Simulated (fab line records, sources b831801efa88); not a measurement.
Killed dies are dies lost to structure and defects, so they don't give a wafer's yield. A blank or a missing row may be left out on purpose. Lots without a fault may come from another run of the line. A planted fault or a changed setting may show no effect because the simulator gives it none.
fab line records | flow sky130
record lots=13 wafers=39 last_day=50
route steps=708 shown METAL2@487 VIA2@508 METAL3@535 PAD_OPEN@708
lots that met no fault: from a run of the same line without faults
start_h: hours from the record's first day to the start of the lot's first wafer shown | wait_h: hours since the lot's step before | " the same as in the row above | L1.1+2: a row that stands for several wafers | - no value, or no start given | * or withheld: withheld | < > ~ a bound
route shown NAME@n: a module of which the file shows steps, and the number in the route of the first | usual: mean/standard deviation of fault-free wafers | same: alike in all rows | chamber/n: place in a boat | sites: the reading at each site | _std_site: their standard deviation | _edge_site: outer sites' mean less inner sites' | radius_mm: how far each site lies from the wafer's centre | mask NAME#n: copy n | behind: the tool/chamber that last shaped the wafer | hold: why the lot was held/for how many hours/how that ended | device: the transistor (n, p or np) that didn't switch | end of line: the same wafers' tests at the end of the route | a step without rows: its recipe alone | killed: dies lost to structure and defects at the first sort, not the wafer's yield | map: a wafer's dies, x killed, . not, _ none there
set.NAME: the setting as run; set.NAME@STEP: as run at that earlier step | model.NAME: the simulator's own value behind a step, which no gauge read
steps of the route over a sample of lots; a table a step, a row a wafer
services: from which hour (start_h, from the record's first day; less than 0 if before it) a tool's chamber was out of use, for how many hours, and why
## steps
# step SKY_METAL2_SPUTTER_04
# recipe material=TiN target_thk_nm=70 power_w=6500 time_s=58.3 chamber_pressure_pa=0.4
# usual throttle_valve_pct=30.7/1.2
# same time_s=58.3
# columns lot.wafer tool chamber start_h wait_h throttle_valve_pct
L636.1 pvd_sputter-04 - 797.08 0.0 30.7
L636.5 " - " " 30.9
L636.6 " - " " 31.1
L637.3 pvd_sputter-03 - 803.76 0.0 33.0
L637.4 " - " " 29.5
L637.5 " - " " 33.1
L639.1 pvd_sputter-03 - 815.56 0.0 33.2
L639.2 " - " " 29.9
L639.4 " - " " 31.2
L640.1 pvd_sputter-01 - 826.50 0.0 29.8
L640.2 " - " " 32.1
L640.4 " - " " 29.7
L641.1 pvd_sputter-03 - 832.99 0.0 33.1
L641.4 " - " " 29.5
L641.5 " - " " 33.0
L642.1 pvd_sputter-03 - 840.63 0.0 29.9
L642.2 " - " " 33.0
L642.5 " - " " 29.6
L643.2 pvd_sputter-04 - 852.00 0.0 31.0
L643.3 " - " " 30.1
L643.5 " - " " 31.2
L646.4 pvd_sputter-03 - 873.08 0.0 29.6
L646.5 " - " " 31.0
L646.6 " - " " 32.8
L647.1 pvd_sputter-04 - 880.20 0.0 30.5
L647.2 " - " " 31.1
L647.6 " - " " 30.7
L649.1 pvd_sputter-03 - 889.71 0.0 29.7
L649.3 " - " " 31.0
L649.4 " - " " 32.9
L653.1 pvd_sputter-04 - 925.31 0.0 30.4
L653.3 " - " " 30.9
L653.6 " - " " 29.1
L658.2 pvd_sputter-04 - 953.76 0.0 30.7
L658.3 " - " " 29.4
L658.6 " - " " 29.2
L659.3 pvd_sputter-03 - 956.29 0.0 33.2
L659.4 " - " " 30.9
L659.6 " - " " 29.5
# step SKY_VIA2_THK_MEAS_01
# recipe reads=SiO2_of_VIA2_HDPCVD_00
# usual VIA2_HDPCVD_THK=1215/11
# columns lot.wafer tool chamber start_h wait_h VIA2_HDPCVD_THK[nm]
L636.1 film_metro-01 - 825.11 0.1 1218
L636.5 " - " " 1223
L636.6 " - " " 1218
L637.3 film_metro-01 - 831.41 0.1 1231
L637.4 " - " " 1213
L637.5 " - " " 1205
L639.1 film_metro-04 - 843.20 0.1 1223
L639.2 " - " " 1221
L639.4 " - " " 1216
L640.1 film_metro-01 - 853.80 0.1 1222
L640.2 " - " " 1226
L640.4 " - " " 1203
L641.1 film_metro-03 - 860.27 0.1 1208
L641.4 " - " " 1208
L641.5 " - " " 1223
L642.1 film_metro-01 - 867.86 0.1 1216
L642.2 " - " " 1196
L642.5 " - " " 1198
L643.2 film_metro-03 - 879.58 0.1 1230
L643.3 " - " " 1203
L643.5 " - " " 1206
L646.4 film_metro-04 - 900.43 0.0 1203
L646.5 " - " " 1201
L646.6 " - " " 1215
L647.1 film_metro-01 - 907.23 0.1 1187
L647.2 " - " " 1187
L647.6 " - " " 1198
L649.1 film_metro-01 - 916.34 0.1 1222
L649.3 " - " " 1239
L649.4 " - " " 1231
L653.1 film_metro-01 - 950.80 0.1 1217
L653.3 " - " " 1222
L653.6 " - " " 1220
L658.2 film_metro-04 - 980.02 0.1 1224
L658.3 " - " " 1222
L658.6 " - " " 1218
L659.3 film_metro-01 - 981.28 0.1 1226
L659.4 " - " " 1219
L659.6 " - " " 1217
# step SKY_VIA2_SOFTBAKE_08
# recipe temp_c=100 time_s=90 resist=KrF-thick
# usual exhaust_pa=45.1/0.97 heater_power_total_W=57.35/0.11 run_length_s=119.04/0.19
# columns lot.wafer tool chamber start_h wait_h exhaust_pa heater_power_total_W run_length_s
L636.1 litho_track-03 0 838 - 46.3 57.24 118.75
L636.5 " 0 " " 44.7 57.32 118.81
L636.6 " 0 " " 45.4 57.31 118.84
L637.3 litho_track-04 0 844 - 46.3 57.32 118.98
L637.4 " 0 " " 45.4 57.20 119.30
L637.5 " 0 " " 46.1 57.28 119.15
L639.1 litho_track-03 0 856 - 45.5 57.31 119.11
L639.2 " 0 " " 44.9 57.25 118.75
L639.4 " 0 " " 45.4 57.20 118.87
L640.1 litho_track-03 0 867 - 45.1 57.22 118.89
L640.2 " 0 " " 44.0 57.21 118.70
L640.4 " 0 " " 44.5 57.46 118.82
L641.1 litho_track-03 0 872 - 45.8 57.39 118.69
L641.4 " 0 " " 44.3 57.38 118.69
L641.5 " 0 " " 45.6 57.35 118.76
L642.1 litho_track-04 0 881 - 44.5 57.42 118.97
L642.2 " 0 " " 44.3 57.46 119.00
L642.5 " 0 " " 45.3 57.25 119.21
L643.2 litho_track-02 0 892 - 43.1 57.50 119.38
L643.3 " 0 " " 43.5 57.57 119.23
L643.5 " 0 " " 43.6 57.35 119.18
L646.4 litho_track-04 0 913 - 44.6 57.36 119.40
L646.5 " 0 " " 45.1 57.33 119.03
L646.6 " 0 " " 44.2 57.20 119.26
L647.1 litho_track-04 0 920 - 45.8 69.76 79.19
L647.2 " 0 " " 46.7 69.51 79.04
L647.6 " 0 " " 46.4 69.43 79.14
L649.1 litho_track-04 0 928 - 43.4 69.79 79.27
L649.3 " 0 " " 44.2 69.85 79.08
L649.4 " 0 " " 44.7 69.77 79.11
L653.1 litho_track-03 0 963 - 44.6 57.37 118.73
L653.3 " 0 " " 44.9 57.53 119.01
L653.6 " 0 " " 43.2 57.25 118.78
L658.2 litho_track-02 0 992 - 45.5 57.28 119.15
L658.3 " 0 " " 45.3 57.48 119.10
L658.6 " 0 " " 46.6 57.28 119.10
L659.3 litho_track-02 0 993 - 45.7 57.30 119.09
L659.4 " 0 " " 44.1 57.18 119.14
L659.6 " 0 " " 44.7 57.44 119.13
# step SKY_METAL3_SPUTTER_03
# recipe material=Ti target_thk_nm=5 power_w=3000 time_s=3.3 chamber_pressure_pa=0.4
# usual throttle_valve_pct=30.6/1
# same time_s=3.3
# columns lot.wafer tool chamber start_h wait_h throttle_valve_pct
L636.1 pvd_sputter-03 - 852.72 0.0 33.1
L636.5 " - " " 33.0
L636.6 " - " " 29.6
L637.3 pvd_sputter-02 - 859.55 0.0 30.2
L637.4 " - " " 29.6
L637.5 " - " " 32.3
L639.1 pvd_sputter-04 - 871.76 0.0 30.7
L639.2 " - " " 28.9
L639.4 " - " " 30.9
L640.1 pvd_sputter-04 - 882.11 0.0 30.4
L640.2 " - " " 30.4
L640.4 " - " " 28.6
L641.1 pvd_sputter-02 - 887.96 0.0 30.0
L641.4 " - " " 30.0
L641.5 " - " " 31.3
L642.1 pvd_sputter-02 - 895.33 0.0 31.4
L642.2 " - " " 32.0
L642.5 " - " " 30.1
L643.2 pvd_sputter-02 - 906.38 0.0 29.8
L643.3 " - " " 30.4
L643.5 " - " " 30.2
L646.4 pvd_sputter-02 - 927.35 0.0 32.1
L646.5 " - " " 30.2
L646.6 " - " " 31.4
L647.1 pvd_sputter-02 - 934.22 0.0 29.5
L647.2 " - " " 31.3
L647.6 " - " " 31.8
L649.1 pvd_sputter-02 - 942.92 0.0 29.5
L649.3 " - " " 31.5
L649.4 " - " " 32.3
L653.1 pvd_sputter-03 - 976.86 0.0 29.5
L653.3 " - " " 33.3
L653.6 " - " " 29.5
L658.2 pvd_sputter-04 - 1005.22 0.0 28.9
L658.3 " - " " 31.0
L658.6 " - " " 30.2
L659.3 pvd_sputter-03 - 1005.77 0.0 33.0
L659.4 " - " " 31.3
L659.6 " - " " 30.0
# step SKY_PAD_OPEN_PROBE_99
# usual defect_limited_yield=82.3/1.9 killed_at_M0_to_M3=44/7.4 killed_at_M4_up=3.2/1.8 killed_at_contacts=25/5.2 killed_at_front_end=15/4.5 killed_at_other=0.2/0.43 killed_dies=87/9.6 killed_open=48/7.6 killed_short=40/5.7 sort_bin_3_pad_short=0.9/0.45 sort_bin_5_function=10.5/1.5 sort_bin_6_memory=6.3/1.2 sort_n_pass=405/9.6 sort_yield_pct=82.3/1.9
# same gross_dies=492 killed_at_back_side=0 sort_bin_4_leakage[%]=0 sort_bin_8_speed[%]=0
# columns lot.wafer tool chamber start_h wait_h defect_limited_yield[%] killed_at_M0_to_M3 killed_at_M4_up killed_at_contacts killed_at_front_end killed_at_other killed_dies killed_open killed_short sort_bin_3_pad_short[%] sort_bin_5_function[%] sort_bin_6_memory[%] sort_n_pass sort_yield_pct[%]
L647.1 prober-02 - 1142.52 0.1 82.7 40 2 31 11 1 85 52 33 0.4 10.8 6.1 407 82.7
L647.2 prober-02 - 1142.57 0.1 79.5 56 1 29 15 0 101 57 44 1.2 13.0 6.3 391 79.5
L647.6 prober-02 - 1142.77 0.2 80.3 53 6 21 16 1 97 49 48 1.0 12.0 6.7 395 80.3
# killed by level:class
L647.1 CONTACT:geometric_particle:open=13 VIA1:geometric_particle:open=10 VIA2:geometric_particle:open=8 LI_CONTACT:geometric_particle:open=7 CONTACT:geometric_particle:short=6 VIA3:geometric_particle:open=6 LOCAL_INTERCONNECT:geometric_particle:short=5 METAL2:geometric_particle:short=5
L647.2 VIA1:geometric_particle:open=9 CONTACT:geometric_particle:open=9 VIA3:geometric_particle:open=9 FIELD_ISO:geometric_particle:open=8 VIA1:geometric_particle:short=7 LI_CONTACT:geometric_particle:open=6 METAL1:geometric_particle:short=6 VIA2:geometric_particle:open=6
L647.6 VIA1:geometric_particle:open=9 METAL1:geometric_particle:short=9 CONTACT:geometric_particle:open=8 VIA1:geometric_particle:short=6 VIA2:geometric_particle:short=6 LI_CONTACT:geometric_particle:open=5 VIA2:geometric_particle:open=5 FIELD_ISO:geometric_particle:open=4
## services
# columns tool chamber start_h hours kind
pvd_sputter-03 - 775.04 1.3 repair
pvd_sputter-02 - 854.54 4.9 repair
pvd_sputter-03 - 879.64 4.4 repair
pvd_sputter-03 - 883.67 0.6 repair
pvd_sputter-01 - 894.88 70.8 repair
pvd_sputter-04 - 983.36 7.5 repair
pvd_sputter-03 - 993.22 1.9 repair
## key
first_sign step=SKY_VIA2_SOFTBAKE_08 reading=run_length_s direction=down sigmas=99+ usual=* struck=*
effect step=SKY_VIA2_SOFTBAKE_08 reading=heater_power_total_W direction=up sigmas=99+ usual=* struck=*
met_at SKY_VIA2_SOFTBAKE_08
struck_lots L647,L649
not_acting_at SKY_METAL2_SPUTTER_04,SKY_VIA2_THK_MEAS_01,SKY_METAL3_SPUTTER_03
onset_between 913 920
fault kind=process_parameter_drift tool=litho_track-04 chamber=- onset_h=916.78 steps=SKY_VIA2_SOFTBAKE_08 channel=time_s offset=* shape=step end_h=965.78 acts_in=* stated=*
